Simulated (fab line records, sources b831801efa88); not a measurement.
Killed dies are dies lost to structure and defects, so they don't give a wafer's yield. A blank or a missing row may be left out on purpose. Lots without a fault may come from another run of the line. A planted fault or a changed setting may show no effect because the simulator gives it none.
Which tool did it? | flow sky130 | 13 lots, 39 wafers sampled, at 2 steps of a route of 708

WHAT THE GAUGES READ, wafer by wafer
SKY_VT_ADJUST_PCH_OVL_MEAS_07.
lot  | measured     | on         | VT_ADJUST_PCH_OVL (nm)
L457 | day 10 05:16 | overlay-02 | -1.7 -0.8 -0.6
L460 | day 11 04:40 | overlay-01 | -2.3 -1.5 -2.0
L463 | day 12 08:25 | overlay-01 | -0.4 -0.2 -1.3
L464 | day 12 19:11 | overlay-01 | -2.0 -1.5 -2.1
L466 | day 13 13:07 | overlay-01 | -0.7 -1.9 -1.0
L468 | day 13 22:07 | overlay-01 | -2.6 -1.4 -1.3
L469 | day 14 06:49 | overlay-02 | -0.6 -0.5 -0.7
L472 | day 15 03:13 | overlay-01 | -1.8 -1.0 -2.0
L473 | day 15 11:10 | overlay-02 | -1.0 -0.1 0.0
L475 | day 15 22:37 | overlay-01 | -1.5 -1.1 -1.5
L477 | day 16 14:10 | overlay-02 | -0.2 -0.6 -0.2
L479 | day 17 09:01 | overlay-01 | -2.6 -1.2 -1.1
L480 | day 17 19:31 | overlay-01 | -2.8 -3.5 -3.1

WHICH TOOL RAN EACH LOT (tool, then ch and the chambers of the sampled wafers, then the start)
lot  | SKY_NWELL_CLEAN_27
L457 | wet_bench-01 ch 2, day 5 06:43
L460 | wet_bench-02 ch 1, day 6 00:24
L463 | wet_bench-02 ch 1, day 6 22:48
L464 | wet_bench-02 ch 3, day 7 06:51
L466 | wet_bench-03 ch 2, day 7 21:19
L468 | wet_bench-02 ch 1, day 8 03:35
L469 | wet_bench-02 ch 1, day 8 10:02
L472 | wet_bench-02 ch 2, day 9 03:00
L473 | wet_bench-03 ch 2, day 9 08:43
L475 | wet_bench-02 ch 1, day 9 19:02
L477 | wet_bench-02 ch 2, day 10 05:34
L479 | wet_bench-01 ch 0, day 10 19:17
L480 | wet_bench-01 ch 3, day 11 05:21
- SKY_NWELL_CLEAN_27: cleans in SC1/SC2, time 150 s.

WHAT THE TOOLS THEMSELVES READ (means of the sampled wafers that have a number; where no wafer has one, the mark that the record gives instead)
SKY_NWELL_CLEAN_27.
lot  | tool         | run_length_s (s)
L457 | wet_bench-01 | 183
L460 | wet_bench-02 | 175
L463 | wet_bench-02 | 176
L464 | wet_bench-02 | 174
L466 | wet_bench-03 | 175
L468 | wet_bench-02 | 184
L469 | wet_bench-02 | 183
L472 | wet_bench-02 | 184
L473 | wet_bench-03 | 184
L475 | wet_bench-02 | 111
L477 | wet_bench-02 | 113
L479 | wet_bench-01 | 177
L480 | wet_bench-01 | 175

THE ANSWER, worked out from the rows above alone
Rule: what is usual is taken from the lots themselves. Put in order of their means at a reading, lots are off if they are a third of the lots or fewer, leave a main group of 4 or more, and stand apart from it by a gap of 3 or more times the standard deviation of the main group's means; of several such gaps the widest counts. A main group whose means are all the same, to the digits that the tables above print for the reading, isn't used. A lot without any number at a reading at which 4 lots or more have one is off too. The other lots that the step has rows for count as sound. The gauges are gone through in route order, then the tools' own readings, and for those a lot's mean is taken as printed above. The first step at which some lot is off is used, and at that step the reading that is off furthest; a lot without a number counts as furthest.
Off: L475, L477, at SKY_NWELL_CLEAN_27 (run_length_s). The main group: mean 179 s, standard deviation 4.2.
A tool fits if, at that step or a process step before it, it ran every lot that is off, and no sound lot after the first of them. One fits: wet_bench-02 at SKY_NWELL_CLEAN_27. Its last sound lot is L472 (day 9 03:00), its first lot that is off L475 (day 9 19:02): a fault that began between those two fits.
The tool's own readings at SKY_NWELL_CLEAN_27 bear it out: on the lots that are off they differ by more than 5 times the standard deviation of the sound lots' means. run_length_s reads 112 s there against 179 s on the sound lots.

WHAT THE SIMULATOR HAD PUT IN
Process parameter drift: wet_bench-02, from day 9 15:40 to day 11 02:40, at SKY_NWELL_CLEAN_27. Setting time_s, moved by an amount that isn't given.
Lots struck among those shown: L475, L477. The rule above found the same.
